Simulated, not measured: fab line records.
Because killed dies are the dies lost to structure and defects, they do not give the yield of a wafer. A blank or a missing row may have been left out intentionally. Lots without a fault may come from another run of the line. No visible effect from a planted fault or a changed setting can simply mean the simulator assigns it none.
fab line records	flow gf180mcu
record: lots: 24	wafers: 72	last_day: 34
route steps=602 shown M2@379 V3@432
lots that met no fault: from a run of the same line without faults
start_h: hours from the record's opening day to when the first of the lot's shown wafers began	wait_h: hours from the lot's prior step to this one	" as in the row above	L1.1+2: several wafers, shown together as one row	- value missing, or start not given	* or withheld: withheld	< > ~ a bound
route shown NAME@n: a module of which the file shows steps, and the number in the route of the first	usual: mean/standard deviation taken from wafers without a fault	same: alike in all rows	chamber/n: place in a boat	sites: per-site readings	_std_site: how widely they spread, as a standard deviation	_edge_site: the outer-site mean with the inner-site mean subtracted	radius_mm: for every site, how far away it sits from the centre of the wafer	mask NAME#n: copy n	behind: the tool/chamber that last shaped the wafer	hold: why the lot went on hold/how many hours it stayed there/how the hold came to an end	device: whichever transistor did not switch (one of n, p or np)	end of line: at the end of the route, the tests of the same wafers	a step without rows: its recipe alone	killed: dies that structure and defects cost at the first sort, which is not the same as the wafer's yield	map: the dies of a wafer, with x for killed, . for not killed, _ for no die there
set.NAME: the run value of the setting; set.NAME@STEP: its run value at that earlier step	model.NAME: the simulator's own value behind a step, which no gauge read
the route's steps for a sample of lots (tables are steps, rows are wafers)
services: the hour from which a tool's chamber was out of use, counted from the record's first day as start_h (under 0 if before that day), plus the number of hours and why
== steps ==
step: GF_M2_STRIP_17
recipe: chemistry: O2/N2	power_w: 1400	pressure_mtorr: 1500	platen_temp_c: 250	o2_flow_sccm: 3000	n2_flow_sccm: 300	overash_fraction: 0.5
usual: drypump_motor_current_A: 5.8/0.43	heater_power_w: 320/37	o2_flow_sccm: 2999/8.6	oes_product_au: 0.556/0.0047	strip_time_to_endpoint_s: 7.85/0.065
lot.wafer	tool	chamber	start_h	wait_h	drypump_motor_current_A	heater_power_w	o2_flow_sccm	oes_product_au	rf_hours_counter_h	strip_time_to_endpoint_s
L074.1	plasma_asher-01	0	438.17	0.1	5.9	415	2988	0.556	62	7.76
L074.5	"	0	"	"	5.9	415	2995	0.557	-	7.77
L074.6	"	1	"	"	6.0	315	3004	0.550	-	7.75
L075.1	plasma_asher-04	1	446.78	0.2	5.0	336	2997	0.548	1	7.81
L075.3	"	0	"	"	6.3	323	3013	0.553	-	7.88
L075.4	"	1	"	"	5.0	335	3009	0.555	-	7.84
L076.1	plasma_asher-02	0	455.07	0.1	6.0	272	3003	0.554	35	7.84
L076.3	"	0	"	"	5.9	276	3001	0.561	-	7.86
L076.6	"	0	"	"	6.0	274	3007	0.559	-	7.82
L078.1	plasma_asher-04	0	479.82	0.1	6.3	316	3000	0.550	5	7.89
L078.3	"	0	"	"	6.3	321	2995	0.563	-	7.84
L078.6	"	0	"	"	6.3	322	3007	0.553	-	7.88
L077.1	plasma_asher-02	0	480.17	0.1	6.0	272	3004	0.555	37	7.78
L077.3	"	0	"	"	6.0	277	2999	0.555	-	7.76
L077.5	"	0	"	"	6.0	269	2999	0.551	-	7.75
L079.1	plasma_asher-04	1	492.20	0.1	5.0	333	3003	0.549	6	7.76
L079.5	"	0	"	"	6.3	328	3013	0.557	-	7.83
L079.6	"	1	"	"	5.0	330	3000	0.550	-	7.80
L080.3	plasma_asher-01	1	501.60	0.1	5.9	314	3004	0.550	-	7.70
L080.4	"	0	"	"	5.9	414	2996	0.552	-	7.75
L080.5	"	1	"	"	5.9	303	3012	0.551	-	7.76
L081.1	plasma_asher-04	1	508.55	0.1	5.0	329	3005	0.560	9	7.92
L081.3	"	1	"	"	5.1	328	3006	0.559	-	7.91
L081.4	"	0	"	"	6.2	323	2994	0.561	-	7.94
L082.3	plasma_asher-04	1	512.03	0.1	5.0	335	2998	0.555	-	7.80
L082.4	"	0	"	"	6.3	325	2992	0.559	-	7.85
L082.6	"	1	"	"	5.0	329	3011	0.560	-	7.86
L083.2	plasma_asher-02	0	524.67	0.1	6.0	270	3001	0.555	40	7.81
L083.3	"	1	"	"	5.6	302	2990	0.559	-	7.81
L083.6	"	0	"	"	6.0	279	2997	0.555	-	7.83
L084.3	plasma_asher-01	0	534.78	0.1	5.9	415	3017	0.559	-	7.90
L084.5	"	1	"	"	5.9	309	2986	0.566	-	7.93
L084.6	"	0	"	"	5.9	412	2999	0.558	-	7.92
L085.1	plasma_asher-02	1	543.15	0.1	5.6	306	2998	0.553	42	7.82
L085.3	"	0	"	"	6.0	274	3006	0.553	-	7.77
L085.6	"	1	"	"	5.6	301	3001	0.551	-	7.85
L086.2	plasma_asher-02	0	550.91	0.1	6.0	271	2998	0.556	43	7.83
L086.4	"	1	"	"	5.6	305	2998	0.554	-	7.83
L086.5	"	1	"	"	5.6	305	3006	0.555	-	7.81
L087.1	plasma_asher-01	0	554.21	0.1	5.9	417	3004	0.556	73	7.88
L087.2	"	1	"	"	6.0	307	3010	0.556	73	7.86
L087.6	"	0	"	"	5.9	410	2999	0.559	-	7.87
L088.1	plasma_asher-04	0	562.87	0.1	6.3	320	2983	0.557	14	7.80
L088.2	"	1	"	"	5.0	331	3008	0.555	14	7.82
L088.4	"	1	"	"	5.0	333	2991	0.562	-	7.81
L089.2	plasma_asher-04	0	573.92	0.1	6.3	315	2994	0.547	15	7.84
L089.3	"	0	"	"	6.3	321	2994	0.549	-	7.82
L089.4	"	1	"	"	5.0	324	3003	0.555	-	7.86
L090.3	plasma_asher-01	0	577.30	0.1	5.9	406	2981	0.561	-	7.92
L090.5	"	0	"	"	5.9	418	2989	0.568	-	7.91
L090.6	"	1	"	"	6.0	319	2997	0.558	-	7.92
L091.1	plasma_asher-02	0	583.71	0.2	6.0	276	2995	0.552	46	7.79
L091.4	"	0	"	"	6.0	278	2996	0.554	-	7.77
L091.6	"	0	"	"	6.0	278	3005	0.559	-	7.79
L092.1	plasma_asher-02	1	590.11	0.2	5.6	304	3005	0.564	47	8.00
L092.2	"	0	"	"	5.9	266	3004	0.559	47	7.99
L092.5	"	1	"	"	5.6	298	2978	0.563	-	7.98
L093.1	plasma_asher-02	0	603.21	0.1	6.0	280	3000	0.554	48	7.89
L093.3	"	1	"	"	5.6	310	2992	0.555	-	7.87
L093.4	"	0	"	"	6.0	271	2990	0.560	-	7.85
L094.1	plasma_asher-04	0	606.82	0.1	6.3	323	3010	0.567	19	7.96
L094.3	"	1	"	"	5.0	324	2982	0.566	-	7.94
L094.4	"	0	"	"	6.3	322	3013	0.564	-	7.92
L095.3	plasma_asher-04	0	614.35	0.1	6.3	319	3000	0.555	-	7.81
L095.4	"	1	"	"	5.0	328	2984	0.553	-	7.78
L095.5	"	0	"	"	6.3	320	2996	0.551	-	7.76
L096.1	plasma_asher-04	0	619.65	0.1	6.3	319	3025	0.561	20	7.86
L096.3	"	1	"	"	5.1	327	3000	0.556	-	7.86
L096.4	"	0	"	"	6.3	320	3004	0.553	-	7.87
L097.1	plasma_asher-02	1	626.77	0.1	5.6	302	3014	0.563	51	7.92
L097.5	"	0	"	"	6.0	281	3019	0.555	-	7.93
L097.6	"	1	"	"	5.6	303	3002	0.565	-	7.92
step: GF_V3_THK_MEAS_03
recipe: reads: SiO2_of_V3_CVD_02
usual: V3_CVD_02_THK: 853/11
lot.wafer	tool	chamber	start_h	wait_h	V3_CVD_02_THK[nm]
L074.1	film_metro-03	-	491.63	0.0	856
L074.5	"	-	"	"	863
L074.6	"	-	"	"	862
L075.1	film_metro-01	-	498.55	0.0	846
L075.3	"	-	"	"	850
L075.4	"	-	"	"	859
L076.1	film_metro-04	-	507.19	0.0	847
L076.3	"	-	"	"	839
L076.6	"	-	"	"	854
L078.1	film_metro-01	-	529.59	0.0	841
L078.3	"	-	"	"	844
L078.6	"	-	"	"	860
L077.1	film_metro-04	-	530.50	0.0	845
L077.3	"	-	"	"	842
L077.5	"	-	"	"	867
L079.1	film_metro-03	-	541.80	0.0	863
L079.5	"	-	"	"	882
L079.6	"	-	"	"	890
L080.3	film_metro-04	-	551.41	0.1	833
L080.4	"	-	"	"	866
L080.5	"	-	"	"	850
L081.1	film_metro-04	-	558.08	0.0	847
L081.3	"	-	"	"	856
L081.4	"	-	"	"	865
L082.3	film_metro-03	-	561.94	0.1	837
L082.4	"	-	"	"	854
L082.6	"	-	"	"	845
L083.2	film_metro-01	-	573.13	0.0	843
L083.3	"	-	"	"	838
L083.6	"	-	"	"	853
L084.3	film_metro-03	-	582.81	0.1	843
L084.5	"	-	"	"	849
L084.6	"	-	"	"	860
L085.1	film_metro-03	-	591.12	0.0	849
L085.3	"	-	"	"	855
L085.6	"	-	"	"	867
L086.2	film_metro-04	-	597.52	0.1	853
L086.4	"	-	"	"	863
L086.5	"	-	"	"	860
L087.1	film_metro-03	-	601.48	0.1	857
L087.2	"	-	"	"	841
L087.6	"	-	"	"	867
L088.1	film_metro-01	-	610.24	0.0	840
L088.2	"	-	"	"	840
L088.4	"	-	"	"	847
L089.2	film_metro-01	-	620.05	0.0	850
L089.3	"	-	"	"	839
L089.4	"	-	"	"	838
L090.3	film_metro-04	-	624.32	0.1	850
L090.5	"	-	"	"	859
L090.6	"	-	"	"	866
L091.1	film_metro-01	-	628.88	0.0	848
L091.4	"	-	"	"	858
L091.6	"	-	"	"	847
L092.1	film_metro-03	-	636.60	0.0	844
L092.2	"	-	"	"	858
L092.5	"	-	"	"	864
L093.1	film_metro-01	-	647.15	0.0	836
L093.3	"	-	"	"	841
L093.4	"	-	"	"	866
L094.1	film_metro-01	-	652.57	0.0	840
L094.3	"	-	"	"	856
L094.4	"	-	"	"	871
L095.3	film_metro-01	-	658.94	0.1	847
L095.4	"	-	"	"	864
L095.5	"	-	"	"	855
L096.1	film_metro-04	-	664.41	0.0	849
L096.3	"	-	"	"	842
L096.4	"	-	"	"	860
L097.1	film_metro-01	-	670.19	0.1	843
L097.5	"	-	"	"	859
L097.6	"	-	"	"	850
step: GF_V3_STRIP_18
recipe: chemistry: O2/N2	power_w: 1400	pressure_mtorr: 1500	platen_temp_c: 250	o2_flow_sccm: 3000	n2_flow_sccm: 300	overash_fraction: 0.5
usual: drypump_motor_current_A: 5.8/0.32	heater_power_w: 295/28	o2_flow_sccm: 3001/9.5	oes_product_au: 0.594/0.0048
lot.wafer	tool	chamber	start_h	wait_h	drypump_motor_current_A	heater_power_w	o2_flow_sccm	oes_product_au	rf_hours_counter_h
L074.1	plasma_asher-03	1	515.74	-	6.1	319	3000	0.592	89
L074.5	"	1	"	"	6.1	324	2999	0.596	-
L074.6	"	0	"	"	5.7	258	2991	0.600	-
L075.1	plasma_asher-04	0	523.28	-	6.3	323	2995	0.598	10
L075.3	"	0	"	"	6.3	321	3004	0.595	-
L075.4	"	1	"	"	5.1	330	3016	0.590	-
L076.1	plasma_asher-03	0	530.75	-	5.8	257	3000	0.597	91
L076.3	"	0	"	"	5.8	259	3008	0.595	-
L076.6	"	0	"	"	5.8	257	2987	0.596	-
L078.1	plasma_asher-03	1	552.38	-	6.1	326	3007	0.595	94
L078.3	"	0	"	"	5.7	261	2984	0.589	-
L078.6	"	1	"	"	6.1	319	3023	0.599	-
L077.1	plasma_asher-03	1	553.20	-	6.1	321	2994	0.592	94
L077.3	"	0	"	"	5.7	261	3003	0.596	-
L077.5	"	0	"	"	5.7	255	3003	0.603	-
L079.1	plasma_asher-03	1	564.63	-	6.1	321	2994	0.604	95
L079.5	"	1	"	"	6.1	321	3012	0.592	-
L079.6	"	0	"	"	5.8	260	3000	0.600	-
L080.3	plasma_asher-03	1	573.51	-	6.1	318	3010	0.589	-
L080.4	"	0	"	"	5.8	262	2994	0.598	-
L080.5	"	1	"	"	6.1	315	3019	0.591	-
L081.1	plasma_asher-03	1	580.45	-	6.1	322	3006	0.592	96
L081.3	"	1	"	"	6.1	316	2990	0.594	-
L081.4	"	0	"	"	5.8	254	2993	0.591	-
L082.3	plasma_asher-03	1	583.96	-	6.1	322	2992	0.590	-
L082.4	"	0	"	"	5.7	259	3005	0.582	-
L082.6	"	0	"	"	5.7	259	3008	0.591	-
L083.2	plasma_asher-03	1	595.03	-	6.1	323	3002	0.590	98
L083.3	"	0	"	"	5.7	262	3002	0.592	-
L083.6	"	0	"	"	5.8	257	3008	0.595	-
L084.3	plasma_asher-03	0	605.13	-	5.7	260	3006	0.594	-
L084.5	"	0	"	"	5.7	260	2997	0.596	-
L084.6	"	1	"	"	6.1	318	3004	0.592	-
L085.1	plasma_asher-02	0	612.93	-	6.0	272	2998	0.589	49
L085.3	"	0	"	"	6.0	272	2999	0.598	-
L085.6	"	0	"	"	6.0	272	3009	0.593	-
L086.2	plasma_asher-02	1	618.28	-	5.6	300	3006	0.597	50
L086.4	"	1	"	"	5.6	312	3004	0.593	-
L086.5	"	0	"	"	6.0	271	3021	0.589	-
L087.1	plasma_asher-02	1	622.78	-	5.6	297	2997	0.591	50
L087.2	"	0	"	"	6.0	271	3007	0.594	50
L087.6	"	0	"	"	6.0	269	3010	0.592	-
L088.1	plasma_asher-03	1	631.68	-	6.1	326	2984	0.586	102
L088.2	"	0	"	"	5.8	261	3004	0.597	102
L088.4	"	1	"	"	6.1	318	2996	0.596	-
L089.2	plasma_asher-04	0	641.00	-	6.3	329	2982	0.594	22
L089.3	"	0	"	"	6.3	332	2988	0.593	-
L089.4	"	1	"	"	5.1	334	3000	0.587	-
L090.3	plasma_asher-02	1	644.92	-	5.6	303	3014	0.593	-
L090.5	"	1	"	"	5.6	301	3014	0.592	-
L090.6	"	0	"	"	6.0	272	3001	0.589	-
L091.1	plasma_asher-04	1	649.70	-	5.0	329	2992	0.589	23
L091.4	"	0	"	"	6.3	324	3009	0.601	-
L091.6	"	0	"	"	6.3	325	2998	0.592	-
L092.1	plasma_asher-03	1	656.78	-	6.1	320	3011	0.586	105
L092.2	"	0	"	"	5.8	257	3010	0.590	105
L092.5	"	1	"	"	6.1	320	2999	0.587	-
L093.1	plasma_asher-02	1	667.48	-	5.6	294	2990	0.593	55
L093.3	"	0	"	"	6.0	272	3004	0.593	-
L093.4	"	1	"	"	5.6	298	3012	0.595	-
L094.1	plasma_asher-02	1	672.58	-	5.6	300	3011	0.595	55
L094.3	"	0	"	"	6.0	278	2993	0.591	-
L094.4	"	1	"	"	5.7	301	2997	0.587	-
L095.3	plasma_asher-03	0	678.37	-	5.7	254	2987	0.598	-
L095.4	"	1	"	"	6.1	320	2997	0.592	-
L095.5	"	1	"	"	6.1	318	3011	0.599	-
L096.1	plasma_asher-04	0	683.53	-	6.3	324	2984	0.597	26
L096.3	"	1	"	"	5.0	338	2990	0.595	-
L096.4	"	0	"	"	6.3	317	2986	0.598	-
L097.1	plasma_asher-02	0	689.83	-	6.0	278	3014	0.596	57
L097.5	"	1	"	"	5.6	301	2994	0.596	-
L097.6	"	0	"	"	6.0	272	3003	0.597	-
step: GF_V3_SPUTTER_21
recipe: material: Ti	target_thk_nm: 15	chamber_pressure_pa: 5	power_w: 2500	substrate_temp_c: 200	time_s: 80.02
usual: throttle_valve_pct: 30.2/1.2
lot.wafer	tool	chamber	start_h	wait_h	throttle_valve_pct
L074.1	pvd_sputter-01	-	516.29	0.0	28.2
L074.5	"	-	"	"	28.9
L074.6	"	-	"	"	29.9
L075.1	pvd_sputter-02	-	523.82	0.0	29.9
L075.3	"	-	"	"	29.9
L075.4	"	-	"	"	32.0
L076.1	pvd_sputter-04	-	531.36	0.0	29.5
L076.3	"	-	"	"	30.7
L076.6	"	-	"	"	31.0
L078.1	pvd_sputter-04	-	552.92	0.0	27.2
L078.3	"	-	"	"	29.5
L078.6	"	-	"	"	29.4
L077.1	pvd_sputter-02	-	553.74	0.0	29.9
L077.3	"	-	"	"	32.0
L077.5	"	-	"	"	31.6
L079.1	pvd_sputter-02	-	565.16	0.0	31.3
L079.5	"	-	"	"	29.9
L079.6	"	-	"	"	31.6
L080.3	pvd_sputter-01	-	574.01	0.0	29.9
L080.4	"	-	"	"	29.1
L080.5	"	-	"	"	28.2
L081.1	pvd_sputter-02	-	580.99	0.0	31.9
L081.3	"	-	"	"	31.2
L081.4	"	-	"	"	29.9
L082.3	pvd_sputter-02	-	584.46	0.0	30.0
L082.4	"	-	"	"	29.8
L082.6	"	-	"	"	30.0
L083.2	pvd_sputter-02	-	595.57	0.0	29.8
L083.3	"	-	"	"	31.9
L083.6	"	-	"	"	31.6
L084.3	pvd_sputter-02	-	605.67	0.0	31.4
L084.5	"	-	"	"	31.4
L084.6	"	-	"	"	31.8
L085.1	pvd_sputter-01	-	613.47	0.0	28.3
L085.3	"	-	"	"	29.4
L085.6	"	-	"	"	29.4
L086.2	pvd_sputter-02	-	618.85	0.0	30.0
L086.4	"	-	"	"	30.0
L086.5	"	-	"	"	30.1
L087.1	pvd_sputter-02	-	623.32	0.0	30.0
L087.2	"	-	"	"	31.3
L087.6	"	-	"	"	30.1
L088.1	pvd_sputter-04	-	632.22	0.0	30.7
L088.2	"	-	"	"	27.2
L088.4	"	-	"	"	29.4
L089.2	pvd_sputter-01	-	641.53	0.0	28.1
L089.3	"	-	"	"	29.3
L089.4	"	-	"	"	30.0
L090.3	pvd_sputter-02	-	645.42	0.0	30.0
L090.5	"	-	"	"	30.2
L090.6	"	-	"	"	29.8
L091.1	pvd_sputter-01	-	650.23	0.0	28.2
L091.4	"	-	"	"	30.0
L091.6	"	-	"	"	29.9
L092.1	pvd_sputter-01	-	657.32	0.0	30.9
L092.2	"	-	"	"	28.1
L092.5	"	-	"	"	30.8
L093.1	pvd_sputter-02	-	668.01	0.0	29.9
L093.3	"	-	"	"	31.6
L093.4	"	-	"	"	31.6
L094.1	pvd_sputter-04	-	673.12	0.0	27.0
L094.3	"	-	"	"	29.4
L094.4	"	-	"	"	30.8
L095.3	pvd_sputter-02	-	678.87	0.0	31.8
L095.4	"	-	"	"	30.2
L095.5	"	-	"	"	31.9
L096.1	pvd_sputter-01	-	684.09	0.0	30.8
L096.3	"	-	"	"	30.1
L096.4	"	-	"	"	28.3
L097.1	pvd_sputter-02	-	690.48	0.0	31.4
L097.5	"	-	"	"	30.3
L097.6	"	-	"	"	29.7
step: GF_V3_CVD_23
recipe: material: W	target_thk_nm: 350	time_s: 104.9	temp_c: 400	pressure_torr: 40
usual: heater_power_w: 826/81	susceptor_temp_C: 399.98/0.21
lot.wafer	tool	chamber	start_h	wait_h	heater_power_w	susceptor_temp_C
L074.1	cvd_w-01	1	516.39	0.0	812	400.07
L074.5	"	1	"	"	824	400.36
L074.6	"	1	"	"	837	399.84
L075.1	cvd_w-01	1	523.92	0.0	799	400.28
L075.3	"	1	"	"	801	400.45
L075.4	"	1	"	"	823	399.90
L076.1	cvd_w-02	0	531.46	0.0	960	399.83
L076.3	"	0	"	"	943	399.92
L076.6	"	1	"	"	706	400.29
L078.1	cvd_w-02	0	553.02	0.0	958	399.91
L078.3	"	1	"	"	748	399.53
L078.6	"	1	"	"	725	399.66
L077.1	cvd_w-01	0	553.84	0.0	807	399.56
L077.3	"	0	"	"	811	400.18
L077.5	"	1	"	"	829	400.06
L079.1	cvd_w-02	0	565.26	0.0	942	399.97
L079.5	"	1	"	"	724	399.84
L079.6	"	0	"	"	965	399.91
L080.3	cvd_w-01	0	574.15	0.1	843	399.74
L080.4	"	1	"	"	835	400.00
L080.5	"	1	"	"	798	400.10
L081.1	cvd_w-02	1	581.09	0.0	716	400.03
L081.3	"	1	"	"	724	400.03
L081.4	"	0	"	"	959	399.78
L082.3	cvd_w-01	0	584.60	0.1	823	399.69
L082.4	"	1	"	"	795	399.91
L082.6	"	1	"	"	810	399.82
L083.2	cvd_w-02	1	595.67	0.0	745	399.72
L083.3	"	0	"	"	954	400.08
L083.6	"	1	"	"	737	400.26
L084.3	cvd_w-01	0	605.80	0.1	833	399.78
L084.5	"	0	"	"	841	399.89
L084.6	"	1	"	"	791	400.19
L085.1	cvd_w-01	0	613.57	0.0	812	400.25
L085.3	"	0	"	"	819	400.17
L085.6	"	0	"	"	810	399.93
L086.2	cvd_w-01	1	618.95	0.0	808	399.78
L086.4	"	0	"	"	823	399.90
L086.5	"	1	"	"	795	399.86
L087.1	cvd_w-02	0	623.42	0.0	961	399.96
L087.2	"	1	"	"	724	400.10
L087.6	"	0	"	"	954	399.98
L088.1	cvd_w-01	1	632.32	0.0	806	400.09
L088.2	"	0	"	"	811	399.72
L088.4	"	0	"	"	816	399.72
L089.2	cvd_w-01	0	641.63	0.0	822	400.11
L089.3	"	0	"	"	805	400.21
L089.4	"	1	"	"	805	400.08
L090.3	cvd_w-01	0	645.56	0.1	844	399.97
L090.5	"	0	"	"	813	399.92
L090.6	"	1	"	"	803	400.12
L091.1	cvd_w-01	0	650.33	0.0	827	399.79
L091.4	"	1	"	"	821	399.94
L091.6	"	1	"	"	796	399.80
L092.1	cvd_w-02	0	657.42	0.0	966	399.92
L092.2	"	1	"	"	725	400.17
L092.5	"	1	"	"	721	400.18
L093.1	cvd_w-01	0	668.11	0.0	823	399.72
L093.3	"	1	"	"	811	400.15
L093.4	"	0	"	"	830	399.92
L094.1	cvd_w-02	1	673.22	0.0	732	400.35
L094.3	"	1	"	"	741	399.92
L094.4	"	0	"	"	953	399.85
L095.3	cvd_w-02	1	679.00	0.1	736	399.64
L095.4	"	0	"	"	972	400.17
L095.5	"	0	"	"	979	399.91
L096.1	cvd_w-02	1	684.19	0.0	727	399.95
L096.3	"	1	"	"	735	400.19
L096.4	"	0	"	"	974	400.24
L097.1	cvd_w-02	1	690.58	0.0	738	399.82
L097.5	"	1	"	"	729	399.54
L097.6	"	0	"	"	941	399.91
step: GF_V3_RS_MEAS_24
recipe: thk_meas_gauge: four-point-probe	reads: W_of_V3_CVD_23+TiN_of_V3_SPUTTER_22+Ti_of_V3_SPUTTER_21
usual: V3_W_RS: 0.327/0.0038
lot.wafer	tool	chamber	start_h	wait_h	V3_W_RS[ohm/sq]
L074.1	film_metro-04	-	516.61	0.2	0.325
L074.5	"	-	"	"	0.322
L074.6	"	-	"	"	0.325
L075.1	film_metro-01	-	524.15	0.2	0.323
L075.3	"	-	"	"	0.327
L075.4	"	-	"	"	0.330
L076.1	film_metro-01	-	531.57	0.1	0.328
L076.3	"	-	"	"	0.326
L076.6	"	-	"	"	0.328
L078.1	film_metro-03	-	553.13	0.1	0.323
L078.3	"	-	"	"	0.324
L078.6	"	-	"	"	0.324
L077.1	film_metro-04	-	553.95	0.1	0.332
L077.3	"	-	"	"	0.334
L077.5	"	-	"	"	0.323
L079.1	film_metro-01	-	565.37	0.1	0.322
L079.5	"	-	"	"	0.327
L079.6	"	-	"	"	0.320
L080.3	film_metro-01	-	574.26	0.1	0.338
L080.4	"	-	"	"	0.334
L080.5	"	-	"	"	0.330
L081.1	film_metro-04	-	581.21	0.1	0.328
L081.3	"	-	"	"	0.327
L081.4	"	-	"	"	0.330
L082.3	film_metro-04	-	584.71	0.1	0.328
L082.4	"	-	"	"	0.323
L082.6	"	-	"	"	0.327
L083.2	film_metro-04	-	595.80	0.1	0.324
L083.3	"	-	"	"	0.325
L083.6	"	-	"	"	0.326
L084.3	film_metro-04	-	605.92	0.1	0.332
L084.5	"	-	"	"	0.336
L084.6	"	-	"	"	0.334
L085.1	film_metro-03	-	613.68	0.1	0.331
L085.3	"	-	"	"	0.327
L085.6	"	-	"	"	0.332
L086.2	film_metro-04	-	619.08	0.1	0.330
L086.4	"	-	"	"	0.333
L086.5	"	-	"	"	0.327
L087.1	film_metro-01	-	623.53	0.1	0.323
L087.2	"	-	"	"	0.321
L087.6	"	-	"	"	0.323
L088.1	film_metro-01	-	632.43	0.1	0.323
L088.2	"	-	"	"	0.328
L088.4	"	-	"	"	0.329
L089.2	film_metro-04	-	641.77	0.1	0.326
L089.3	"	-	"	"	0.325
L089.4	"	-	"	"	0.320
L090.3	film_metro-03	-	645.67	0.1	0.331
L090.5	"	-	"	"	0.329
L090.6	"	-	"	"	0.326
L091.1	film_metro-04	-	650.51	0.1	0.328
L091.4	"	-	"	"	0.327
L091.6	"	-	"	"	0.326
L092.1	film_metro-03	-	657.53	0.1	0.327
L092.2	"	-	"	"	0.325
L092.5	"	-	"	"	0.326
L093.1	film_metro-01	-	668.22	0.1	0.335
L093.3	"	-	"	"	0.327
L093.4	"	-	"	"	0.333
L094.1	film_metro-04	-	673.33	0.1	0.320
L094.3	"	-	"	"	0.321
L094.4	"	-	"	"	0.324
L095.3	film_metro-01	-	679.12	0.1	0.327
L095.4	"	-	"	"	0.327
L095.5	"	-	"	"	0.331
L096.1	film_metro-04	-	684.30	0.1	0.325
L096.3	"	-	"	"	0.322
L096.4	"	-	"	"	0.333
L097.1	film_metro-04	-	690.70	0.1	0.320
L097.5	"	-	"	"	0.323
L097.6	"	-	"	"	0.330
== services ==
tool	chamber	start_h	hours	kind
plasma_asher-04	-	421.25	9.0	pm
plasma_asher-04	0	421.25	9.0	vent_cycle
plasma_asher-04	1	421.25	9.0	vent_cycle
plasma_asher-03	-	423.43	1.2	repair
plasma_asher-04	0	430.25	-	clean
cvd_w-01	-	451.37	10.0	repair
plasma_asher-02	-	456.09	0.3	repair
plasma_asher-02	-	486.93	18.6	pm
plasma_asher-01	-	488.39	11.6	repair
plasma_asher-01	-	507.79	6.6	repair
cvd_w-02	-	512.70	6.0	pm
cvd_w-01	0	514.63	21.0	repair
plasma_asher-02	-	515.60	1.2	repair
plasma_asher-01	-	523.18	2.8	pm
pvd_sputter-04	-	566.72	5.2	repair
cvd_w-02	-	572.91	1.4	repair
pvd_sputter-02	-	579.16	1.7	repair
cvd_w-01	-	579.53	0.4	repair
plasma_asher-01	-	603.27	0.5	repair
cvd_w-01	-	615.00	2.8	pm
cvd_w-01	0	653.63	6.3	repair
plasma_asher-02	-	666.63	0.3	repair
plasma_asher-01	-	684.37	2.3	repair
plasma_asher-04	-	690.18	3.8	repair
== key ==
fault none
